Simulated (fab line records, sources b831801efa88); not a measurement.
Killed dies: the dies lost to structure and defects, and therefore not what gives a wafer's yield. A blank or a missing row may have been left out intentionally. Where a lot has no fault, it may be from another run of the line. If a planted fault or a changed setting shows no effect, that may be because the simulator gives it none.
What tool caused it? ; flow gf180mcu ; 41 wafers from 14 lots sampled at 4 of the route's 602 steps

WHAT THE GAUGES SHOWED, per wafer
The record holds no reading of a measuring or inspecting step that can be judged against a usual standard deviation.

TOOL THAT RAN EACH LOT (tool first, then ch and the chambers of the sampled wafers, then the start)
lot;GF_V3_CMP_26;GF_V4_CMP_26;GF_MIM_SPUTTER_00;GF_MIM_SPUTTER_04
L494;cmp-02 ch 1,2,3, day 23 02:11;cmp-02 ch 1,2, day 25 02:00;pvd-sputter-02, day 25 02:18;pvd-sputter-02, day 25 02:30
L495;cmp-01 ch 1,2,3, day 23 07:21;cmp-02 ch 0,2,3, day 25 06:54;pvd-sputter-03, day 25 07:12;pvd-sputter-03, day 25 07:23
L496;cmp-02 ch 0,1, day 24 03:53;cmp-01 ch 0,1,3, day 26 02:15;pvd-sputter-02, day 26 02:27;pvd-sputter-02, day 26 02:38
L497;cmp-02 ch 1,3, day 24 07:06;cmp-01 ch 0,1,2, day 26 05:29;pvd-sputter-03, day 26 05:44;pvd-sputter-03, day 26 05:55
L502;cmp-01 ch 0, day 25 21:29;cmp-01 ch 2, day 27 18:02;pvd-sputter-03, day 27 18:17;pvd-sputter-03, day 27 18:28
L504;cmp-01 ch 0,2, day 26 14:29;cmp-01 ch 0,1,2, day 28 10:42;pvd-sputter-02, day 28 11:00;pvd-sputter-02, day 28 11:11
L509;cmp-01 ch 0,1, day 28 04:00;cmp-02 ch 0,1,3, day 29 21:24;pvd-sputter-03, day 29 21:36;pvd-sputter-03, day 29 21:47
L510;cmp-02 ch 0,1,3, day 28 08:21;cmp-02 ch 0,2, day 30 02:23;pvd-sputter-03, day 30 02:41;pvd-sputter-03, day 30 02:52
L511;cmp-01 ch 1,2, day 28 14:08;cmp-02 ch 1,2,3, day 30 07:57;pvd-sputter-04, day 30 08:15;pvd-sputter-04, day 30 08:26
L512;cmp-02 ch 1,2, day 28 20:21;cmp-01 ch 0,2,3, day 30 12:41;pvd-sputter-04, day 30 12:56;pvd-sputter-04, day 30 13:07
L513;cmp-01 ch 2,3, day 29 00:37;cmp-01 ch 0,1,2, day 30 18:09;pvd-sputter-02, day 30 18:24;pvd-sputter-02, day 30 18:35
L514;cmp-02 ch 0,2,3, day 29 06:50;cmp-01 ch 0,1,3, day 30 23:51;pvd-sputter-04, day 31 00:06;pvd-sputter-04, day 31 00:17
L516;cmp-02 ch 0,1, day 29 23:06;cmp-01 ch 0,2,3, day 31 15:56;pvd-sputter-02, day 31 16:05;pvd-sputter-02, day 31 16:16
L517;cmp-02 ch 0,1,3, day 30 03:23;cmp-02 ch 2,3, day 31 18:41;pvd-sputter-02, day 31 18:59;pvd-sputter-02, day 31 19:10
- GF_V3_CMP_26: polishes, stops on SiO2, t overpolish 15 s, target thk 0 nm.
- GF_V4_CMP_26: polishes, stops on SiO2, t overpolish 15 s, target thk 0 nm.
- GF_MIM_SPUTTER_00: material Ti, target thk 37.5 nm, time 150 s.
- GF_MIM_SPUTTER_04: material TiN, target thk 50 nm, time 41.7 s.

AS READ BY THE TOOLS THEMSELVES (means over the sampled wafers that have a number; for cases with no such wafer, the mark the record gives instead)
GF_V3_CMP_26.
lot;tool;motor-current-A (A);overpolish-run-s (s);time-to-endpoint-s (s)
L494;cmp-02;12.3;14.998;89
L495;cmp-01;10.6;15.007;85
L496;cmp-02;12.2;15.007;91
L497;cmp-02;12.7;15.001;93
L502;cmp-01;11.5;15.001;81
L504;cmp-01;10.6;15.009;87
L509;cmp-01;10.8;15.000;84
L510;cmp-02;12.2;15.007;85
L511;cmp-01;10.0;15.006;86
L512;cmp-02;11.8;15.013;87
L513;cmp-01;10.7;14.998;87
L514;cmp-02;12.5;14.993;86
L516;cmp-02;11.0;14.999;84
L517;cmp-02;12.3;14.996;90

GF_V4_CMP_26.
lot;tool;motor-current-A (A);overpolish-run-s (s);time-to-endpoint-s (s)
L494;cmp-02;11.7;15.008;85
L495;cmp-02;12.9;14.999;83
L496;cmp-01;10.9;14.998;81
L497;cmp-01;10.4;15.004;83
L502;cmp-01;10.8;7.516;108
L504;cmp-01;10.7;10.015;97
L509;cmp-02;12.3;15.001;87
L510;cmp-02;12.5;14.993;86
L511;cmp-02;12.1;14.993;87
L512;cmp-01;11.0;14.990;78
L513;cmp-01;10.9;14.992;83
L514;cmp-01;10.8;15.005;83
L516;cmp-01;11.0;14.996;90
L517;cmp-02;13.4;14.987;89

GF_MIM_SPUTTER_00.
lot;tool;throttle-valve-pct (%)
L494;pvd-sputter-02;29.8
L495;pvd-sputter-03;31.2
L496;pvd-sputter-02;30.3
L497;pvd-sputter-03;30.9
L502;pvd-sputter-03;32.4
L504;pvd-sputter-02;30.5
L509;pvd-sputter-03;30.7
L510;pvd-sputter-03;31.0
L511;pvd-sputter-04;31.0
L512;pvd-sputter-04;30.9
L513;pvd-sputter-02;30.2
L514;pvd-sputter-04;30.6
L516;pvd-sputter-02;29.9
L517;pvd-sputter-02;30.3

GF_MIM_SPUTTER_04.
lot;tool;throttle-valve-pct (%)
L494;pvd-sputter-02;29.8
L495;pvd-sputter-03;31.2
L496;pvd-sputter-02;30.4
L497;pvd-sputter-03;31.0
L502;pvd-sputter-03;32.3
L504;pvd-sputter-02;30.5
L509;pvd-sputter-03;30.7
L510;pvd-sputter-03;31.1
L511;pvd-sputter-04;30.8
L512;pvd-sputter-04;31.2
L513;pvd-sputter-02;30.3
L514;pvd-sputter-04;30.6
L516;pvd-sputter-02;30.0
L517;pvd-sputter-02;30.1

THE ANSWER, worked out from the rows above alone
Rule: what is usual is taken from the lots themselves. Put in order of their means at a reading, lots are off if they are a third of the lots or fewer, leave a main group of 4 or more, and stand apart from it by a gap of 3 or more times the standard deviation of the main group's means; of several such gaps the widest counts. A main group is skipped when, at the precision printed for the reading in the tables above, its means are all equal. Also off: a lot with no number at a reading for which 4 or more lots have one. Where the step has rows for the other lots, those lots are counted as sound. After the gauges, taken in route order, come the tools' own readings; for these a lot's mean is taken, as printed above. The first step at which some lot is off is used, and at that step the reading that is off furthest; a lot without a number counts as furthest.
Off at GF_V4_CMP_26 (overpolish-run-s): L502, L504. Main group: mean 14.997 s, sd 0.0062.
A tool fits if, at that step or a process step before it, it ran every lot that is off, and no sound lot after the first of them. Not one of the candidates tried fits.

WHAT THE SIMULATOR HAD INSERTED
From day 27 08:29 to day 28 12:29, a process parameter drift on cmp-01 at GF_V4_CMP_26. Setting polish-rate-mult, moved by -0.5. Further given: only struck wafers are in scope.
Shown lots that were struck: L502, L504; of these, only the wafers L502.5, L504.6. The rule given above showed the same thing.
